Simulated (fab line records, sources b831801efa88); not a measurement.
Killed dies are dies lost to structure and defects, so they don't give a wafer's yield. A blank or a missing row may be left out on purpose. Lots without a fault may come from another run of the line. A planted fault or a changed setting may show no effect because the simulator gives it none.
A sampling plan put to the test | flow sky130 | one fab line, 19 faults that these records tell of, each judged on the records of the lots that it struck; 1 more is left out, because the records don't allow judging it
The plan is the line's own looks: the steps of the route at which a gauge or an inspection reads the wafer and doesn't change it. A look can be judged if struck wafers have a number there and the file gives its usual mean and standard deviation on fault-free wafers. Caught: at a look after the fault's first step, the mean of the struck wafers lies 4 or more of those standard deviations (sigma) from the usual mean. On the tool: the same test on the tool's own readings at the fault's steps. Another recipe on the struck wafers, or a record that is blank for them alone, also counts as caught.

THE FAULTS, as the simulator had put them in
1. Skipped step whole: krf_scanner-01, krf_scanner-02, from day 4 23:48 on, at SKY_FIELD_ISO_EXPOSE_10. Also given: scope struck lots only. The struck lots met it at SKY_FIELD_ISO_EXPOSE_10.
2. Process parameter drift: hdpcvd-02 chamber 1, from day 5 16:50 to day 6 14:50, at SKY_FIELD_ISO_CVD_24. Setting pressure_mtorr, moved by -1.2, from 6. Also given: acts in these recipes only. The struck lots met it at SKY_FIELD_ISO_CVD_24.
3. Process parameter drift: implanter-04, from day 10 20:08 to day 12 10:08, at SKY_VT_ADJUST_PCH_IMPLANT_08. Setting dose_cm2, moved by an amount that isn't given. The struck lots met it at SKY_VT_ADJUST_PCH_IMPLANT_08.
4. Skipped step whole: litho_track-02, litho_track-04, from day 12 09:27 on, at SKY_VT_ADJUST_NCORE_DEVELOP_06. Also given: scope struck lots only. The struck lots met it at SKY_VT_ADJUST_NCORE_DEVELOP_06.
5. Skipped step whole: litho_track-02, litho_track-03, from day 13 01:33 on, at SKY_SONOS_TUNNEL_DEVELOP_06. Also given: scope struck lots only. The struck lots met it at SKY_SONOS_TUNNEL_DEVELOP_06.
6. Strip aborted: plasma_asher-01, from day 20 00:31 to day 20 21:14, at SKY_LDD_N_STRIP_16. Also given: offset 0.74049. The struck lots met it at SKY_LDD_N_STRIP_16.
7. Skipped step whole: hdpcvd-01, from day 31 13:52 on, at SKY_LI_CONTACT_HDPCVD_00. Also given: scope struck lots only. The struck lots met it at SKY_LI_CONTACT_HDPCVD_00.
8. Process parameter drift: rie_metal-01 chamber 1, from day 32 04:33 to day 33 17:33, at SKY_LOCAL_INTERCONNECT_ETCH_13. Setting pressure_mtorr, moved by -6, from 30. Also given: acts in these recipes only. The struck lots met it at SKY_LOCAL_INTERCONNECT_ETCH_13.
9. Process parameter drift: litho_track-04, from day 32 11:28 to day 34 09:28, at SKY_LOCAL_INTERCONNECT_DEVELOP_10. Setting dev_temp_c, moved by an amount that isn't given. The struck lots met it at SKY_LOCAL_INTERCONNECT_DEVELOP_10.
10. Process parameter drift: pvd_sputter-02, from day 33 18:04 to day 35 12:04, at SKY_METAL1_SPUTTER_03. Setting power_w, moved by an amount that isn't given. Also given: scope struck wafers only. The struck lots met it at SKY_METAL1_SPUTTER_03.
11. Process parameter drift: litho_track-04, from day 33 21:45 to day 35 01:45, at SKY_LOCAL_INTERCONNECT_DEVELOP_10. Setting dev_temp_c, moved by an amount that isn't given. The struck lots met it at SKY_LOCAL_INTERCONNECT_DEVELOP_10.
12. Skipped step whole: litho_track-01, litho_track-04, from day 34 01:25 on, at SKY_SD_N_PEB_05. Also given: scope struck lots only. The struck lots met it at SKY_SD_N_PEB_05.
13. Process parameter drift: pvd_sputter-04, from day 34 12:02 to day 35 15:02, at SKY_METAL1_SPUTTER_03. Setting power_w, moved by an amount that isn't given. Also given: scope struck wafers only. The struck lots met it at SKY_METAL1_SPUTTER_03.
14. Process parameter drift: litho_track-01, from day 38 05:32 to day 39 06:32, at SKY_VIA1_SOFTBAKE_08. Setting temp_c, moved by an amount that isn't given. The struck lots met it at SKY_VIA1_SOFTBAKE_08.
15. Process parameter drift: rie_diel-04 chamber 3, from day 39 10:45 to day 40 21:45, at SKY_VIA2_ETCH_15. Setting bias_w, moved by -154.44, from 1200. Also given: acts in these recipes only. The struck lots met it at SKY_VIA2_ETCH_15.
16. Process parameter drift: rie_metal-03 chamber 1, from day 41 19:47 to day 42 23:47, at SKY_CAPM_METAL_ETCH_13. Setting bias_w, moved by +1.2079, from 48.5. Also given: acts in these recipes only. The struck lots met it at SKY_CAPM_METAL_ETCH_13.
17. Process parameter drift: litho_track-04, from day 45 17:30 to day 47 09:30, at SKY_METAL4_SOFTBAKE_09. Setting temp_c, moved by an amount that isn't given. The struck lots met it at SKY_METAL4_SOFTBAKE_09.
18. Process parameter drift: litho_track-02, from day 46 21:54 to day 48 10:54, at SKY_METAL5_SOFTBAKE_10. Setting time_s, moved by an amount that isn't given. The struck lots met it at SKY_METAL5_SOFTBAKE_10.
19. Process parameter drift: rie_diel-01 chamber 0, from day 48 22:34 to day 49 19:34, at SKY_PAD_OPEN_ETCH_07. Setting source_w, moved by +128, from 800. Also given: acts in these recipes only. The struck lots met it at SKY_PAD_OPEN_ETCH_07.

WHAT THE PLAN SAW
fault | on the tool itself                               | first look that catches it                      | reading, sigma | median hours from its first step to that look | hours from the fault's start to the first struck lot there | judged looks passed uncaught
1     | no reading that can be judged                    | no look after it can be judged                  | -              | -                                             | -                                                          | 0
2     | pressure_mtorr -99 or beyond sigma               | none of the 2 looks that can be judged after it | -              | -                                             | -                                                          | 2
3     | dose_ions_cm2 +13 sigma                          | none of the 2 looks that can be judged after it | -              | -                                             | -                                                          | 2
4     | the tool's record is blank for the struck wafers | none of the 2 looks that can be judged after it | -              | -                                             | -                                                          | 2
5     | the tool's record is blank for the struck wafers | no look after it can be judged                  | -              | -                                             | -                                                          | 0
6     | oes_product_au +96 sigma                         | no look after it can be judged                  | -              | -                                             | -                                                          | 0
7     | the tool's record is blank for the struck wafers | no look after it can be judged                  | -              | -                                             | -                                                          | 0
8     | chamber_pressure_mTorr -99 or beyond sigma       | not the one look that can be judged after it    | -              | -                                             | -                                                          | 1
9     | developer_temp_C -8.2 sigma                      | not the one look that can be judged after it    | -              | -                                             | -                                                          | 1
10    | cathode_dc_power_W +99 or beyond sigma           | none of the 2 looks that can be judged after it | -              | -                                             | -                                                          | 2
11    | developer_temp_C +21 sigma                       | not the one look that can be judged after it    | -              | -                                             | -                                                          | 1
12    | no reading that can be judged                    | not the one look that can be judged after it    | -              | -                                             | -                                                          | 1
13    | cathode_dc_power_W -99 or beyond sigma           | not the one look that can be judged after it    | -              | -                                             | -                                                          | 1
14    | heater_power_total_W -5.1 sigma                  | no look after it can be judged                  | -              | -                                             | -                                                          | 0
15    | bias_w -43 sigma                                 | no look after it can be judged                  | -              | -                                             | -                                                          | 0
16    | bias_w +7.5 sigma                                | not the one look that can be judged after it    | -              | -                                             | -                                                          | 1
17    | plate_temp_C +4.3 sigma                          | no look after it can be judged                  | -              | -                                             | -                                                          | 0
18    | heater_power_total_W +99 or beyond sigma         | no look after it can be judged                  | -              | -                                             | -                                                          | 0
19    | rf_fwd_power_W +48 sigma                         | no look after it can be judged                  | -              | -                                             | -                                                          | 0
A dash: the fault isn't caught, or these records don't give the number.

Caught at a look: 0 of 19. Caught on the tool: 17 of 19. By one or the other: 17 of 19.
Caught on the tool alone: faults 2, 3, 4, 5, 6, 7, 8, 9, 10, 11, 13, 14, 15, 16, 17, 18, 19.
Caught by neither: faults 1, 12.
